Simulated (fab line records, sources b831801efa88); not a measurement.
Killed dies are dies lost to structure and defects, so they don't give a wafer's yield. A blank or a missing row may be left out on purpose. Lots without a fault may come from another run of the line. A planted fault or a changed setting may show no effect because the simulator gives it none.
One fault seen from 2 desks | flow gf180mcu | each desk has only its own numbers; what lay behind them comes last

THE TOOL OWNER'S DESK: lpcvd-02
The tool's own readings at GF_HV_LDD_CVD_56 (deposits Si3N4 from DCS/NH3, target thk 90 nm, time 1543 s): means of the sampled wafers that have a number, for each lot that ran on this tool. A lot is out of limits, marked OUT, if its mean lies more than 4 standard deviations from the usual mean; the brackets give that distance.
Columns: A = spike_tc_lower_C at GF_HV_LDD_CVD_56, usual 770.8 C
lot  | first seen here | A
L417 | day 13 01:02    | 771.4
L418 | day 13 08:10    | 769.9
L419 | day 13 12:17    | 770.6
L421 | day 14 04:31    | 770.3
L424 | day 15 03:28    | 771.6
L430 | day 17 04:49    | 770.9
This desk's finding: nothing out of limits on any of the 6 lots.

THE METROLOGY DESK
What the gauges read, lot by lot, whatever tool the lot ran on: means of the sampled wafers that have a number. A lot is out of limits, marked OUT, if its mean lies more than 4 standard deviations from the usual mean; the brackets give that distance.
Columns: A = cd_nm at GF_HV_LDD_CD_MEAS_46, usual 399.4 nm; B = HV_LDD_03_OVL at GF_HV_LDD_OVL_MEAS_47, usual 0.3 nm; C = HV_LDD_CVD_56_THK at GF_HV_LDD_THK_MEAS_57, usual 89.9 nm; D = cd_nm at GF_PSD_CD_MEAS_07, usual 399.5 nm
lot  | first seen here | A     | B    | C               | D
L417 | day 12 22:22    | 402.3 | 0.0  | 91.1            | 398.6
L418 | day 13 06:23    | 400.4 | 1.4  | 90.8            | 396.8
L419 | day 13 10:24    | 397.1 | -0.1 | 88.8            | 399.0
L420 | day 13 21:23    | 401.8 | 0.3  | 91.3            | 403.7
L421 | day 14 02:46    | 400.5 | 0.8  | 89.2            | 399.3
L422 | day 14 14:22    | 400.3 | 0.3  | 89.0            | 399.7
L423 | day 14 19:39    | 401.3 | -1.2 | 90.7            | 398.1
L424 | day 15 01:41    | 397.1 | -0.3 | 87.8            | 396.0
L426 | day 15 18:41    | 396.8 | -1.0 | 90.9            | 403.3
L430 | day 17 03:02    | 395.7 | 0.3  | 96.2 (+6.4) OUT | 397.0
L438 | day 20 05:59    | 399.2 | 0.8  | 90.7            | 402.0
L439 | day 20 09:27    | 399.4 | 1.2  | 88.2            | 398.5
This desk's finding: out of limits on L430; first on L430, day 17 06:15 (HV_LDD_CVD_56_THK at GF_HV_LDD_THK_MEAS_57). In limits: L417, L418, L419, L420, L421, L422, L423, L424, L426, L438, L439.

PUT TOGETHER
The metrology desk could have raised an alarm at day 17 06:15, on L430.
The tool owner's desk saw nothing out of limits.
The tool owner's desk has L430 on record, within its limits.
Of the lots named, all ran GF_HV_LDD_CVD_56 on lpcvd-02.

WHAT THE SIMULATOR HAD PUT IN
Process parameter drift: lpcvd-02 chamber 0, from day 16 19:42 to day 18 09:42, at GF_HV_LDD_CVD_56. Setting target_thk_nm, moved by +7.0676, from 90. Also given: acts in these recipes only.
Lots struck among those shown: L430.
Hours from the fault's start to each desk's first reading out of limits: the metrology desk, 11.
